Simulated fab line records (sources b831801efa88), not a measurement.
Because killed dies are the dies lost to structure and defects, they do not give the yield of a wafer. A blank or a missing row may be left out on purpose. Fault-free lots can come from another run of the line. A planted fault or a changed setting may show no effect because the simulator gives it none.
Matching of chambers | flow sky130 | cmp-02 running SKY_CONTACT_CMP_04: 4 sister chambers
The step polishes SiO2. 4 wafers are shown with their chamber, then 7 later ones without.

WAFERS WITH THEIR CHAMBER
wafer  | chamber | motorCurrentA (A)
L650.3 | 2       | 11.9
L652.3 | 0       | 10.6
L662.2 | 3       | 13.0
L662.3 | 1       | 13.1

WAFERS MISSING THEIR CHAMBER
wafer  | motorCurrentA (A)
L662.6 | 12.7
L666.3 | 12.2
L666.4 | 11.8
L666.6 | 13.8
L668.2 | 11.8
L668.3 | 11.7
L668.5 | 10.8

EACH ONE'S CHAMBER
wafer  | from the rows above          | in truth
L662.6 | can't be placed: 3 or 1 or 2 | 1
L666.3 | can't be placed: 2 or 3 or 1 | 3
L666.4 | 2                            | 2
L666.6 | can't be placed: 1 or 3      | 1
L668.2 | 2                            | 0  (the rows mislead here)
L668.3 | 2                            | 2
L668.5 | 0                            | 0
Correctly placed: 3 of 7. These rows do not allow placing 3 (true chamber among the candidates in 3). Placed wrongly: 1.
How it was worked out, from the rows above alone: a wafer's distance from a chamber is the root of the sum, over the readings, of the square of ((its reading less the chamber's mean) divided by the reading's scatter). The wafer belongs to the nearest chamber; if the next one is less than 2 further off, it can't be placed. Each chamber's mean is taken over the wafers shown for it. The scatter: root of mean squared gap, hidden wafer to nearest shown wafer, with one shown wafer a chamber.
